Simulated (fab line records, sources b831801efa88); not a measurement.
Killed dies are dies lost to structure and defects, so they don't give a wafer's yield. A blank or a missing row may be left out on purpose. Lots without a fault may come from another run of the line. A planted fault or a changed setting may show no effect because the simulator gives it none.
Tool commonality check | flow gf180mcu | 11 lots, 33 wafers sampled

WHY IT WAS OPENED
At GF_PSD_TW_MEAS_11 the reading PSD_TW is flagged on 2 of 11 lots. Wafers without a fault read 3200, standard deviation 22.
Rule: a lot is flagged when every wafer of it that has a number lies more than 4 standard deviations from that mean, or none has a number. The other lots count as sound.

lot  | measured     | on            | PSD_TW, wafer by wafer | flag
L323 | day 14 20:59 | film_metro-02 | 3177 3183 3177         |
L324 | day 15 08:08 | film_metro-01 | 3188 3177 3179         |
L326 | day 15 19:01 | film_metro-04 | 3222 3230 3230         |
L329 | day 17 00:50 | film_metro-02 | 3175 3185 3186         |
L332 | day 17 12:20 | film_metro-04 | 3236 3216 3221         |
L333 | day 18 04:02 | film_metro-02 | 3175 3171 3203         |
L338 | day 19 22:26 | film_metro-04 | 3382 3412 3399         | FLAGGED
L339 | day 20 09:21 | film_metro-02 | 3371 3390 3380         | FLAGGED
L341 | day 21 04:23 | film_metro-04 | 3214 3209 3220         |
L343 | day 21 12:07 | film_metro-04 | 3220 3222 3205         |
L344 | day 21 19:40 | film_metro-02 | 3219 3201 3213         |
The numbers of the flagged lots are 3389 on average: +189 against the usual, or +9 standard deviations.

WHICH TOOL RAN EACH LOT
The record holds 2 process steps before the reading, out of a route of 602 steps. In each cell: the tool, then ch and the chambers that the sampled wafers went through, then the start.
lot  | flag    | GF_PSD_IMPLANT_09               | GF_PSD_STRIP_10
L323 |         | implanter-01 ch 0, day 14 20:45 | plasma_asher-03 ch 1, day 14 20:53
L324 |         | implanter-01 ch 0, day 15 07:54 | plasma_asher-04 ch 0,1, day 15 08:02
L326 |         | implanter-01 ch 0, day 15 18:46 | plasma_asher-03 ch 0,1, day 15 18:55
L329 |         | implanter-03 ch 0, day 17 00:35 | plasma_asher-01 ch 0,1, day 17 00:44
L332 |         | implanter-01 ch 0, day 17 12:05 | plasma_asher-01 ch 0,1, day 17 12:14
L333 |         | implanter-03 ch 0, day 18 03:47 | plasma_asher-04 ch 0, day 18 03:55
L338 | FLAGGED | implanter-01 ch 0, day 19 22:11 | plasma_asher-04 ch 0,1, day 19 22:20
L339 | FLAGGED | implanter-01 ch 0, day 20 09:09 | plasma_asher-01 ch 0,1, day 20 09:16
L341 |         | implanter-03 ch 0, day 21 04:08 | plasma_asher-03 ch 0,1, day 21 04:17
L343 |         | implanter-04 ch 0, day 21 11:52 | plasma_asher-01 ch 0,1, day 21 12:01
L344 |         | implanter-03 ch 0, day 21 19:25 | plasma_asher-01 ch 0,1, day 21 19:34
What these steps do:
- GF_PSD_IMPLANT_09
- GF_PSD_STRIP_10: strips in O2/N2.
- GF_PSD_TW_MEAS_11

FLAGGED OVER TOTAL, TOOL BY TOOL (the gauges that took the reading come last)
step              | tool            | lots run | flagged | share of the flagged lots | sound lots run after its first flagged lot
GF_PSD_IMPLANT_09 | implanter-01    | 6        | 2       | all                       | 0
GF_PSD_IMPLANT_09 | implanter-03    | 4        | 0       | none                      | -
GF_PSD_IMPLANT_09 | implanter-04    | 1        | 0       | none                      | -
GF_PSD_STRIP_10   | plasma_asher-01 | 5        | 1       | some                      | 2 (L343,L344)
GF_PSD_STRIP_10   | plasma_asher-03 | 3        | 0       | none                      | -
GF_PSD_STRIP_10   | plasma_asher-04 | 3        | 1       | some                      | 0
GF_PSD_TW_MEAS_11 | film_metro-01   | 1        | 0       | none                      | -
GF_PSD_TW_MEAS_11 | film_metro-02   | 5        | 1       | some                      | 1 (L344)
GF_PSD_TW_MEAS_11 | film_metro-04   | 5        | 1       | some                      | 2 (L341,L343)

WHAT THE TABLE ALLOWS
1 row of the table ran every flagged lot: implanter-01 at GF_PSD_IMPLANT_09.
- implanter-01 at GF_PSD_IMPLANT_09: 2 of its 6 lots flagged. Its last sound lot is L332 (day 17 12:05), its first flagged lot L338 (day 19 22:11): a fault that began between those two fits. Its own readings lie more than 4 standard deviations out on every wafer of the flagged lots: beam_on_s, end_station_pressure_torr, faraday_current_uA.
One tool is left: implanter-01 at GF_PSD_IMPLANT_09.

WHAT THE SIMULATOR HAD PUT IN
Process parameter drift: implanter-01, from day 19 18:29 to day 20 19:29, at GF_PSD_IMPLANT_09. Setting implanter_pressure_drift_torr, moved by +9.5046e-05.
Process parameter drift: implanter-01, from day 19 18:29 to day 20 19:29, at GF_PSD_IMPLANT_09. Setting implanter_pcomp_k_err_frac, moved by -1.
Lots struck among those shown: L338, L339. The rule above found the same.
